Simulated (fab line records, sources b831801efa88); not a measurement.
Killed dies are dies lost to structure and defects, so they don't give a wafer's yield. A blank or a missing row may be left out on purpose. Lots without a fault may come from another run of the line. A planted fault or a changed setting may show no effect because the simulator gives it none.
Which tool did it? | flow sky130 | 14 lots, 42 wafers sampled, at 2 steps of a route of 708

WHAT THE GAUGES READ, wafer by wafer
SKY_CONTACT_THK_MEAS_01.
lot  | measured     | on            | CONTACT_CVD_00_THK (nm)
L806 | day 30 16:35 | film_metro-04 | 73.0 75.6 73.9
L807 | day 31 22:16 | film_metro-02 | 75.2 74.6 75.7
L813 | day 33 08:54 | film_metro-02 | 74.1 74.0 75.7
L814 | day 33 12:56 | film_metro-02 | 76.3 75.5 75.4
L816 | day 34 05:26 | film_metro-02 | 74.2 74.4 75.6
L817 | day 34 06:41 | film_metro-04 | 75.2 74.5 74.5
L818 | day 34 14:23 | film_metro-01 | 73.5 74.5 75.4
L820 | day 34 17:40 | film_metro-01 | 75.6 73.5 76.6
L821 | day 34 22:22 | film_metro-02 | 74.7 75.5 75.1
L822 | day 34 23:22 | film_metro-02 | 74.3 75.0 75.3
L824 | day 36 10:53 | film_metro-02 | 75.2 73.9 76.0
L827 | day 37 00:18 | film_metro-04 | 74.9 73.4 75.7
L826 | day 37 00:28 | film_metro-02 | 74.5 75.7 75.7
L828 | day 37 02:59 | film_metro-01 | 74.4 74.6 75.2

WHICH TOOL RAN EACH LOT (tool, then ch and the chambers of the sampled wafers, then the start)
lot  | SKY_CONTACT_CVD_00
L806 | pecvd-04 ch 0,1, day 30 16:32
L807 | pecvd-02 ch 0,1, day 31 22:13
L813 | pecvd-04 ch 0,1,2, day 33 08:52
L814 | pecvd-03 ch 0,1,2, day 33 12:53
L816 | pecvd-03 ch 1,2, day 34 05:23
L817 | pecvd-02 ch 0,2, day 34 06:38
L818 | pecvd-03 ch 0,1, day 34 14:20
L820 | pecvd-04 ch 0,1,2, day 34 17:37
L821 | pecvd-03 ch 0,2, day 34 22:19
L822 | pecvd-02 ch 1,2, day 34 23:20
L824 | pecvd-03 ch 0,1,2, day 36 10:50
L827 | pecvd-04 ch 0,1, day 37 00:15
L826 | pecvd-03 ch 1,2, day 37 00:26
L828 | pecvd-02 ch 1,2, day 37 02:57
- SKY_CONTACT_CVD_00: deposits Si3N4, target thk 75 nm.

WHAT THE TOOLS THEMSELVES READ (means of the sampled wafers that have a number; where no wafer has one, the mark that the record gives instead)
SKY_CONTACT_CVD_00.
lot  | tool     | heater_power_w (W)
L806 | pecvd-04 | 777
L807 | pecvd-02 | 641
L813 | pecvd-04 | 809
L814 | pecvd-03 | 701
L816 | pecvd-03 | 716
L817 | pecvd-02 | 679
L818 | pecvd-03 | 762
L820 | pecvd-04 | 793
L821 | pecvd-03 | 783
L822 | pecvd-02 | 737
L824 | pecvd-03 | 741
L827 | pecvd-04 | 836
L826 | pecvd-03 | 738
L828 | pecvd-02 | 769

THE ANSWER, worked out from the rows above alone
Rule: what is usual is taken from the lots themselves. Put in order of their means at a reading, lots are off if they are a third of the lots or fewer, leave a main group of 4 or more, and stand apart from it by a gap of 3 or more times the standard deviation of the main group's means; of several such gaps the widest counts. A main group whose means are all the same, to the digits that the tables above print for the reading, isn't used. A lot without any number at a reading at which 4 lots or more have one is off too. The other lots that the step has rows for count as sound. The gauges are gone through in route order, then the tools' own readings, and for those a lot's mean is taken as printed above. The first step at which some lot is off is used, and at that step the reading that is off furthest; a lot without a number counts as furthest.
No lot is off at any reading shown: from this, nothing can be told.

WHAT THE SIMULATOR HAD PUT IN
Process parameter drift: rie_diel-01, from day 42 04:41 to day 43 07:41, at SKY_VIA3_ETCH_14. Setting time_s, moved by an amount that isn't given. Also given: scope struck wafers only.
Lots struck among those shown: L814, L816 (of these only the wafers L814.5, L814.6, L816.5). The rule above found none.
